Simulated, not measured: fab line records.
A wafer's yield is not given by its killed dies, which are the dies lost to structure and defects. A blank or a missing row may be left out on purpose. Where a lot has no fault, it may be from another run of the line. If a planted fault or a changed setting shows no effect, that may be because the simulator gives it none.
Which tool is to blame? ; flow sfq_line ; 15 lots, 43 wafers sampled, at 5 steps of a route of 325

## WHAT EACH GAUGE READ, for each wafer
SFQ_R5_THK_MEAS_934: measures by xrf. Usual: R5_MONX_THK gives 39.4 nm (standard deviation 0.47).
lot;measured;on;R5_MONX_THK (nm);flag
L727;day 55 17:50;film_metro-03;39.6 39.2 38.8;
L728;day 56 02:50;film_metro-01;39.2 39.4 39.0;
L729;day 56 05:50;film_metro-03;40.3 39.0 39.1;
L730;day 56 08:51;film_metro-03;39.6 39.7 39.8;
L735;day 61 21:51;film_metro-03;39.6 39.6 39.6;
L736;day 61 21:58;film_metro-02;39.5 39.1;
L737;day 62 01:01;film_metro-01;40.4 40.3;
L739;day 63 12:50;film_metro-03;39.6 39.3 40.7;
L740;day 63 21:50;film_metro-02;38.7 38.8 38.7;
L745;day 70 02:59;film_metro-03;39.9 39.4 38.9;
L746;day 70 06:07;film_metro-03;38.9 39.1 39.0;
L747;day 70 15:46;film_metro-03;39.2 38.8 39.1;
L748;day 71 00:11;film_metro-02;39.5 39.5 39.8;
L749;day 71 09:36;film_metro-03;39.2 39.3 39.2;
L750;day 71 17:15;film_metro-02;39.2 39.8 39.3;

SFQ_I5_OVL_MEAS_936. Usual: I5_OVL gives 0 nm (standard deviation 4.7).
lot;measured;on;I5_OVL (nm);flag
L727;day 58 04:59;overlay-02;2 0 -7;
L728;day 60 03:47;overlay-01;-3 -4 -7;
L729;day 60 09:42;overlay-01;0 5 -2;
L730;day 60 13:18;overlay-02;-2 -1 1;
L735;day 62 22:39;overlay-02;3 5 -5;
L736;day 62 23:51;overlay-02;4 -3;
L737;day 63 03:28;overlay-02;-6 -5;
L739;day 64 13:56;overlay-02;2 8 10;
L740;day 64 18:38;overlay-02;3 -5 0;
L745;day 70 09:38;overlay-01;10 6 7;
L746;day 70 11:38;overlay-02;-2 0 -3;
L747;day 70 21:17;overlay-02;3 3 7;
L748;day 71 05:41;overlay-01;2 3 0;
L749;day 71 15:22;overlay-01;-4 -11 -5;
L750;day 72 15:10;overlay-01;12 10 10;

SFQ_M6_RS_MEAS_938: a four-point-probe measurement. Usual: M6_NB_RS gives 0.889 ohm/sq (standard deviation 0.011).
lot;measured;on;M6_NB_RS (ohm/sq);flag
L727;day 61 12:53;film_metro-04;0.891 0.893 0.892;
L728;day 64 18:00;film_metro-03;0.895 0.899 0.900;
L729;day 65 01:12;film_metro-03;0.890 0.884 0.890;
L730;day 65 06:01;film_metro-04;0.891 0.884 0.895;
L735;day 67 05:10;film_metro-01;0.898 0.908 0.893;
L736;day 67 07:34;film_metro-03;0.898 0.943;
L737;day 67 14:04;film_metro-04;0.887 0.927;
L739;day 68 07:58;film_metro-01;0.908 0.902 0.943;
L740;day 68 10:22;film_metro-01;0.885 0.883 0.887;
L745;day 72 07:49;film_metro-01;0.887 0.879 0.886;
L746;day 74 08:52;film_metro-04;0.885 0.877 0.873;
L747;day 74 10:47;film_metro-03;0.892 0.888 0.896;
L748;day 75 00:50;film_metro-03;0.886 0.894 0.884;
L749;day 75 09:13;film_metro-03;0.885 0.870 0.888;
L750;day 76 11:36;film_metro-04;0.904 0.914 0.890;

## EACH LOT AND THE TOOL THAT RAN IT (in order: tool; ch and the chambers of the sampled wafers; start)
lot;SFQ_TRILAYER_R5_DEP_SPUTTER_134;SFQ_TRILAYER_M6_DEP_SPUTTER_157
L727;pvd_sputter-06, day 55 17:41;pvd_sputter-04, day 61 12:48
L728;pvd_sputter-06, day 56 02:41;pvd_sputter-06, day 64 17:55
L729;pvd_sputter-04, day 56 05:41;pvd_sputter-06, day 65 01:05
L730;pvd_sputter-06, day 56 08:41;pvd_sputter-06, day 65 05:53
L735;pvd_sputter-06, day 61 21:42;pvd_sputter-04, day 67 05:04
L736;pvd_sputter-04, day 61 21:50;pvd_sputter-06, day 67 07:28
L737;pvd_sputter-05, day 62 00:50;pvd_sputter-06, day 67 13:56
L739;pvd_sputter-05, day 63 12:42;pvd_sputter-06, day 68 07:53
L740;pvd_sputter-05, day 63 21:42;pvd_sputter-04, day 68 10:17
L745;pvd_sputter-06, day 70 02:50;pvd_sputter-06, day 72 07:43
L746;pvd_sputter-06, day 70 05:59;pvd_sputter-03, day 74 08:47
L747;pvd_sputter-04, day 70 15:38;pvd_sputter-04, day 74 10:42
L748;pvd_sputter-04, day 71 00:02;pvd_sputter-06, day 75 00:43
L749;pvd_sputter-06, day 71 09:27;pvd_sputter-03, day 75 09:07
L750;pvd_sputter-06, day 71 17:07;pvd_sputter-04, day 76 11:31
- SFQ_TRILAYER_R5_DEP_SPUTTER_134: material Ti, target thk 5 nm, time 5 s.
- SFQ_TRILAYER_M6_DEP_SPUTTER_157: material Nb, target thk 200 nm, time 133.3 s.

## WHAT THE TOOLS THEMSELVES READ (means of the sampled wafers that have a number; where no wafer has one, the mark that the record gives instead)
SFQ_TRILAYER_R5_DEP_SPUTTER_134. Usual: base_pressure_pa 1.33e-06 Pa, standard deviation 7.2e-08; throttle_valve_pct 30.0 %, standard deviation 1.1.
lot;tool;base_pressure_pa (Pa);throttle_valve_pct (%);flag
L727;pvd_sputter-06;1.34e-06;29.9;
L728;pvd_sputter-06;1.40e-06;30.8;
L729;pvd_sputter-04;1.36e-06;29.9;
L730;pvd_sputter-06;1.33e-06;30.9;
L735;pvd_sputter-06;1.30e-06;30.1;
L736;pvd_sputter-04;1.37e-06;27.6;
L737;pvd_sputter-05;1.30e-06;29.6;
L739;pvd_sputter-05;1.34e-06;30.4;
L740;pvd_sputter-05;1.27e-06;29.8;
L745;pvd_sputter-06;1.31e-06;30.3;
L746;pvd_sputter-06;1.26e-06;29.7;
L747;pvd_sputter-04;1.34e-06;30.0;
L748;pvd_sputter-04;1.32e-06;28.7;
L749;pvd_sputter-06;1.32e-06;30.3;
L750;pvd_sputter-06;1.31e-06;29.9;

SFQ_TRILAYER_M6_DEP_SPUTTER_157. Usual: base_pressure_pa 1.33e-06 Pa, standard deviation 8.2e-08; throttle_valve_pct 29.7 %, standard deviation 1.3.
lot;tool;base_pressure_pa (Pa);throttle_valve_pct (%);flag
L727;pvd_sputter-04;1.27e-06;27.8;
L728;pvd_sputter-06;1.32e-06;30.8;
L729;pvd_sputter-06;1.33e-06;29.9;
L730;pvd_sputter-06;1.32e-06;29.8;
L735;pvd_sputter-04;1.33e-06;28.8;
L736;pvd_sputter-06;1.28e-06;30.6;
L737;pvd_sputter-06;1.32e-06;29.8;
L739;pvd_sputter-06;1.37e-06;30.2;
L740;pvd_sputter-04;1.40e-06;29.6;
L745;pvd_sputter-06;1.36e-06;29.5;
L746;pvd_sputter-03;1.37e-06;28.6;
L747;pvd_sputter-04;1.35e-06;29.8;
L748;pvd_sputter-06;1.21e-06;29.2;
L749;pvd_sputter-03;1.38e-06;29.1;
L750;pvd_sputter-04;1.25e-06;28.9;

## THE ANSWER, worked out from the rows above alone
Rule: a lot counts as off when the mean over its wafers that have a number is more than 3 standard deviations away from the usual mean. Also off: a lot with no number at a reading for which 4 or more lots have one. All remaining lots with rows at the step are treated as sound. The gauges are gone through in route order, then the tools' own readings, and for those a lot's mean is taken as printed above. The first step at which some lot is off is used, and at that step the reading that is off furthest; a lot without a number counts as furthest.
Across all readings shown, no lot is off: no conclusion can be drawn from this.

## WHAT WAS PUT IN BY THE SIMULATOR
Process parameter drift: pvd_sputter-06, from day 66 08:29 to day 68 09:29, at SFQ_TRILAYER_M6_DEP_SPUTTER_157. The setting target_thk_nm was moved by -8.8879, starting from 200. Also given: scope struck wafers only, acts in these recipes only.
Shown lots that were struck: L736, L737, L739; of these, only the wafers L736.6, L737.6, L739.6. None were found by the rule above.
